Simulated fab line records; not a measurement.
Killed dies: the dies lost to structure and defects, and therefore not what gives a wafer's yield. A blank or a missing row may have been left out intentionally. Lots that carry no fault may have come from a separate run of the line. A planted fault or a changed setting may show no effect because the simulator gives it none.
Which tool is to blame? ; flow sky130 ; 13 lots with 39 wafers sampled at 5 steps, on a route of 708 steps

## WHAT EACH GAUGE READ, for each wafer
SKY_VT_ADJUST_LVTN_OVL_MEAS_07. Usual: VT_ADJUST_LVTN_OVL gives 0.2 nm (standard deviation 1.4).
lot;measured;on;VT_ADJUST_LVTN_OVL (nm);flag
L715;day 7 00:52;overlay-02;-1.6 -0.9 -0.8;
L717;day 8 09:54;overlay-01;-1.1 -0.9 0.3;
L720;day 8 19:28;overlay-02;-1.1 -1.5 -0.8;
L721;day 8 20:41;overlay-01;0.1 -0.4 -0.4;
L722;day 9 01:55;overlay-02;-2.5 -2.1 -2.3;
L724;day 9 18:10;overlay-01;-1.3 -0.8 0.0;
L725;day 9 19:48;overlay-01;-1.1 -0.6 -1.0;
L726;day 10 08:10;overlay-01;3.6 3.5 3.2;
L729;day 10 22:27;overlay-01;0.3 0.3 -0.7;
L731;day 11 09:14;overlay-02;0.2 -0.2 0.4;
L733;day 12 02:17;overlay-02;0.5 -1.0 0.4;
L734;day 12 08:19;overlay-02;0.7 -0.8 -1.1;
L735;day 12 14:52;overlay-02;1.7 1.6 2.1;

SKY_VT_ADJUST_HVTR_CD_MEAS_07: target cd 380 nm. Usual: cd nm reads 380.0 nm (standard deviation 2.6).
lot;measured;on;cd nm (nm);flag
L715;day 9 14:25;cd sem-02;378.5 376.1 375.6;
L717;day 11 04:05;cd sem-02;381.4 381.7 379.7;
L720;day 11 15:44;cd sem-02;378.6 380.1 380.1;
L721;day 11 16:14;cd sem-02;383.8 383.9 383.9;
L722;day 11 21:23;cd sem-01;376.9 379.6 378.9;
L724;day 12 17:28;cd sem-01;381.4 380.7 383.9;
L725;day 12 19:32;cd sem-01;379.7 379.2 378.1;
L726;day 13 08:52;cd sem-01;375.2 375.7 376.2;
L729;day 14 00:46;cd sem-02;380.8 377.6 377.8;
L731;day 14 13:02;cd sem-01;379.9 383.0 382.5;
L733;day 15 06:12;cd sem-02;381.3 376.9 379.7;
L734;day 15 14:20;cd sem-02;379.1 380.5 380.1;
L735;day 15 17:59;cd sem-01;377.4 377.9 377.4;

SKY_SONOS_ONO_THK_MEAS_03. Usual: SONOS_ONO_CVD_02_THK gives 10.42 nm (standard deviation 0.13).
lot;measured;on;SONOS_ONO_CVD_02_THK (nm);flag
L715;day 11 17:59;film metro-01;10.43 10.38 10.32;
L717;day 13 08:51;film metro-03;10.68 10.64 10.54;
L720;day 13 22:28;film metro-01;10.35 10.28 10.36;
L721;day 14 02:27;film metro-01;10.50 10.53 10.48;
L722;day 14 07:59;film metro-03;10.41 10.45 10.51;
L724;day 15 07:50;film metro-01;10.58 10.33 10.37;
L725;day 15 07:50;film metro-03;10.37 10.44 10.33;
L726;day 15 16:23;film metro-01;10.50 10.42 10.54;
L729;day 16 09:33;film metro-01;10.60 10.53 10.57;
L731;day 17 04:12;film metro-03;10.36 10.25 10.32;
L733;day 17 17:53;film metro-01;11.42 11.41 11.50;OFF
L734;day 18 03:28;film metro-01;11.36 11.45 11.53;OFF
L735;day 18 08:54;film metro-01;11.24 11.26 11.24;OFF

SKY_SONOS_ONO_CD_MEAS_13: target cd 410 nm. Usual: cd nm reads 410.1 nm (standard deviation 2.1).
lot;measured;on;cd nm (nm);flag
L715;day 12 19:23;cd sem-02;410.9 410.2 409.9;
L717;day 14 11:11;cd sem-01;407.4 407.9 410.6;
L720;day 15 01:34;cd sem-02;412.5 409.1 410.5;
L721;day 15 05:13;cd sem-02;409.5 411.2 411.1;
L722;day 15 11:29;cd sem-01;410.2 408.0 410.1;
L724;day 16 12:14;cd sem-02;412.4 410.5 409.7;
L725;day 16 11:56;cd sem-01;412.2 410.2 412.6;
L726;day 16 21:49;cd sem-02;411.2 411.8 412.6;
L729;day 17 14:26;cd sem-02;411.5 412.0 410.4;
L731;day 18 10:34;cd sem-01;411.5 412.6 413.1;
L733;day 19 00:38;cd sem-01;413.6 412.6 414.6;
L734;day 19 11:03;cd sem-02;408.5 408.5 411.4;
L735;day 19 16:53;cd sem-01;408.6 409.4 407.5;

## WHICH TOOL RAN EACH LOT (tool, then ch and the chambers of the sampled wafers, then the start)
lot;SKY_SONOS_ONO_CVD_02
L715;lpcvd-02 ch 1, day 11 16:56
L717;lpcvd-02 ch 0, day 13 07:47
L720;lpcvd-02 ch 1, day 13 21:25
L721;lpcvd-02 ch 1, day 14 01:18
L722;lpcvd-02 ch 0, day 14 06:56
L724;lpcvd-02 ch 0, day 15 06:46
L725;lpcvd-02 ch 0, day 15 06:46
L726;lpcvd-02 ch 1, day 15 15:20
L729;lpcvd-02 ch 0, day 16 08:29
L731;lpcvd-02 ch 1, day 17 03:09
L733;lpcvd-02 ch 0, day 17 16:49
L734;lpcvd-02 ch 0, day 18 02:23
L735;lpcvd-02 ch 0, day 18 07:17
- SKY_SONOS_ONO_CVD_02: deposits Si3N4 from DCS/NH3, target thk 10.5 nm, time 180 s.

## AS READ BY THE TOOLS THEMSELVES (means over the sampled wafers that have a number; for cases with no such wafer, the mark the record gives instead)
SKY_SONOS_ONO_CVD_02. Usual: spike tc upper C 769.6 C, standard deviation 1; susceptor temp C 770.1 C, standard deviation 0.34.
lot;tool;spike tc upper C (C);susceptor temp C (C);flag
L715;lpcvd-02;770.1;769.8;
L717;lpcvd-02;769.9;769.3;
L720;lpcvd-02;770.5;770.0;
L721;lpcvd-02;769.2;770.0;
L722;lpcvd-02;769.7;770.2;
L724;lpcvd-02;769.4;770.5;
L725;lpcvd-02;769.4;770.1;
L726;lpcvd-02;770.6;769.8;
L729;lpcvd-02;769.6;770.3;
L731;lpcvd-02;769.7;770.8;
L733;lpcvd-02;769.4;770.5;
L734;lpcvd-02;768.1;770.0;
L735;lpcvd-02;768.0;770.0;

## THE ANSWER, worked out from the rows above alone
Rule: lot off if the mean of its wafers having a number is beyond 3 standard deviations from the usual mean. Also off: a lot with no number at a reading for which 4 or more lots have one. Any other lot the step has rows for is counted as sound. After the gauges, taken in route order, come the tools' own readings; for these a lot's mean is taken, as printed above. At the first step where some lot is off, the reading lying furthest off is the one used; lots without a number count as furthest.
Off: L733, L734, L735, at SKY_SONOS_ONO_THK_MEAS_03 (SONOS_ONO_CVD_02_THK).
If a tool, at a process step before that reading, ran all the lots that are off and no sound lot after the first of them, it fits. Those tools and the gauges at SKY_SONOS_ONO_THK_MEAS_03 are tried in the same way. Undecided on this evidence; 2 tools fit (lpcvd-02 at SKY_SONOS_ONO_CVD_02, film metro-01 at SKY_SONOS_ONO_THK_MEAS_03).

## WHAT THE SIMULATOR HAD PUT IN
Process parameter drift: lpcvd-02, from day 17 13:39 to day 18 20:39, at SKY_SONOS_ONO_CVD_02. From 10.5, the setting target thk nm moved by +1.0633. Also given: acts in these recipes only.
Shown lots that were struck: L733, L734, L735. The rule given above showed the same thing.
